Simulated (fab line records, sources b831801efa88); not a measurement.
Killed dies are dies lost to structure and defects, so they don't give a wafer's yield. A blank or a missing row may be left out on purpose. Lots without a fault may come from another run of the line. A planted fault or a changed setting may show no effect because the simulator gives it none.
Which tool did it? | flow gf180mcu | 7 lots, 21 wafers sampled, at 2 steps of a route of 602

WHAT THE GAUGES READ, wafer by wafer
GF_M1_OVL_MEAS_15.
lot  | measured     | on         | M1_OVL (nm)
L712 | day 17 07:58 | overlay-01 | -10 -3 -7
L714 | day 18 04:28 | overlay-01 | -1 -5 -4
L716 | day 19 12:43 | overlay-02 | 0 -14 -3
L719 | day 20 05:05 | overlay-01 | -7 -9 -10
L724 | day 22 10:12 | overlay-02 | -7 -5 2
L730 | day 24 12:46 | overlay-01 | 0 2 -4
L734 | day 25 09:09 | overlay-02 | -4 -4 -3

WHICH TOOL RAN EACH LOT (tool, then ch and the chambers of the sampled wafers, then the start)
lot  | GF_HV_LDD_IMPLANT_21
L712 | implanter-03 ch 0, day 11 01:20
L714 | implanter-01 ch 0, day 11 15:04
L716 | implanter-01 ch 0, day 12 19:14
L719 | implanter-04 ch 0, day 13 08:58
L724 | implanter-01 ch 0, day 15 02:23
L730 | implanter-03 ch 0, day 17 05:42
L734 | implanter-04 ch 0, day 18 06:35
- GF_HV_LDD_IMPLANT_21

THE ANSWER, worked out from the rows above alone
Rule: what is usual is taken from the lots themselves. Put in order of their means at a reading, lots are off if they are a third of the lots or fewer, leave a main group of 4 or more, and stand apart from it by a gap of 3 or more times the standard deviation of the main group's means; of several such gaps the widest counts. A main group whose means are all the same, to the digits that the tables above print for the reading, isn't used. A lot without any number at a reading at which 4 lots or more have one is off too. The other lots that the step has rows for count as sound.
No lot is off at any reading shown: from this, nothing can be told.

WHAT THE SIMULATOR HAD PUT IN
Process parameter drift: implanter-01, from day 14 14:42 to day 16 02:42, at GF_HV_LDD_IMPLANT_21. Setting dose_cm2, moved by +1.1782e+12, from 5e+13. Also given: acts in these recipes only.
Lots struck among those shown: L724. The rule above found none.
